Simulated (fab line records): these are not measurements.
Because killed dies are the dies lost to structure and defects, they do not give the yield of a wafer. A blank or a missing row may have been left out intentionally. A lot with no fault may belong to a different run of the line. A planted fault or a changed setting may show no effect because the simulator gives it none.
Struck lot and sound lot, side by side	flow gf180mcu	14 out of 602 route steps
Sound: these wafers, L486.1, L486.4, L486.6. Wafers struck: L508.2, L508.3, L508.6. The cause comes at the end.
For every step that has rows: the tool of each side, followed by ch and its chambers, followed by its first start. Under that, the readings that differ: sound wafers	struck wafers	difference of the means	sigmas: that difference in standard deviations of wafers without a fault.
alike: words and numbers the same on both sides, and readings whose means are apart by under 2 such deviations; not compared: readings that were withheld, readings missing a value for some wafer, numbers with overlapping values and no deviation given by the record, and bounds like >300 which may hide the same value.
The two part at a step that has a row with sigmas, a row that says differs or no value, or rows on one side only. Non-overlapping numbers with no deviation appear without sigmas and do not part them. A reading that every wafer of one side lacks parts them only if that side has two wafers or more.

first, 1 step without rows for these wafers: GF_NWELL_DEVELOP_06 (develop time 60 s).
GF_NWELL_OVL_MEAS_07:
  sound on overlay-02 at day 3 07:53; struck on overlay-02 at day 8 10:00
  alike: NWELL_OVL
then, 2 steps without rows for these wafers: GF_NWELL_IMPLANT_08; GF_NWELL_IMPLANT_09.
GF_NWELL_STRIP_10: strips in O2/N2.
  sound on plasma asher-01 ch 0,1, day 3 08:14; struck on plasma asher-02 ch 1, day 8 10:20
  alike: drypump motor current A, heater power w, oes product au, strip time to endpoint s
  not compared: rf hours counter h
GF_NWELL_TW_MEAS_11:
  sound on film metro-03 at day 3 08:20; struck on film metro-01 at day 8 10:26
  alike: NWELL_TW
then, 6 steps without rows for these wafers: GF_LVPWELL_DEHYDRATE_00 (time 60 s); GF_LVPWELL_HMDS_01 (prime time 60 s); GF_LVPWELL_COAT_02 (resist thk 3000 nm); GF_LVPWELL_SOFTBAKE_03; GF_LVPWELL_EXPOSE_04 (exposes mask LVPWELL, target cd 600 nm); GF_LVPWELL_PEB_05.
GF_LVPWELL_DEVELOP_06: develop time 60 s.
  struck on litho track-02, day 9 02:00; sound on litho track-03 ch 0, day 3 20:00
  no value came back on the struck wafers for chill plate temp C (C), develop time s (s); on the sound wafers chill plate temp C (C) reads 23.05 22.94 23.01
GF_LVPWELL_OVL_MEAS_07:
  sound on overlay-01 at day 3 20:54; struck on overlay-01 at day 9 02:51
reading	sound	struck	difference	sigmas
LVPWELL_OVL (nm)	3.9 2.3 2.2	- - -	no value on the struck wafers	

== WHERE THEY PART ==
First at GF_LVPWELL_DEVELOP_06; last, within this record, at GF_LVPWELL_OVL_MEAS_07.

WHY: whatever the simulator had introduced
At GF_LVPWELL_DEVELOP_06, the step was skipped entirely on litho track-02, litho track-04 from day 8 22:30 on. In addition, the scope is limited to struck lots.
